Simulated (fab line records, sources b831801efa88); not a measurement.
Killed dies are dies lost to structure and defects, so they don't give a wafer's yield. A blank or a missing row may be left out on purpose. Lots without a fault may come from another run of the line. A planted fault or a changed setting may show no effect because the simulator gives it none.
Chamber matching | flow sky130 | SKY_METAL3_ETCH_17 on rie_diel-02: 4 sister chambers
The step etches SiO2 in C4F8/O2/Ar, stops on TiN, time 3.9 s, target depth 15 nm. 14 wafers are shown with their chamber, then 7 later ones without.

WAFERS WITH THEIR CHAMBER
wafer  | chamber | oes_product_au (a.u.)
L779.2 | 2       | 0.756
L779.4 | 3       | 0.750
L779.5 | 0       | 0.754
L784.3 | 3       | 0.757
L784.4 | 1       | 0.759
L784.6 | 2       | 0.753
L786.2 | 0       | 0.749
L786.4 | 3       | 0.757
L786.6 | 1       | 0.758
L788.4 | 2       | 0.762
L788.5 | 0       | 0.764
L788.6 | 3       | 0.769
L796.3 | 2       | 0.751
L796.5 | 3       | 0.760

SIGNATURES (means of the wafers above)
reading        | chamber 0 | chamber 1 | chamber 2 | chamber 3 | scatter within a chamber
oes_product_au | 0.75567   | 0.75850   | 0.75550   | 0.75860   | 0.00613
Rule: a wafer's distance from a chamber is the root of the sum, over the readings, of the square of ((its reading less the chamber's mean) divided by the reading's scatter). The wafer belongs to the nearest chamber; if the next one is less than 2 further off, it can't be placed. The scatter: the root of (the sum of the squares of (reading less its chamber's mean) over the shown wafers, divided by (wafers less chambers)).

WAFERS WITHOUT THEIR CHAMBER
wafer  | oes_product_au (a.u.)
L796.6 | 0.752
L798.2 | 0.747
L798.5 | 0.752
L798.6 | 0.752
L802.1 | 0.748
L802.4 | 0.771
L802.6 | 0.755

WHICH CHAMBER EACH WENT THROUGH
wafer  | from the rows above               | in truth
L796.6 | can't be placed: 2 or 0 or 1 or 3 | 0
L798.2 | can't be placed: 2 or 0 or 1 or 3 | 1
L798.5 | can't be placed: 2 or 0 or 1 or 3 | 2
L798.6 | can't be placed: 2 or 0 or 1 or 3 | 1
L802.1 | can't be placed: 2 or 0 or 1 or 3 | 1
L802.4 | can't be placed: 3 or 1 or 0 or 2 | 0
L802.6 | can't be placed: 2 or 0 or 1 or 3 | 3
Placed correctly: 0 of 7. Can't be placed from these rows: 7 (the true chamber is among the candidates in 7). Placed wrongly: 0.
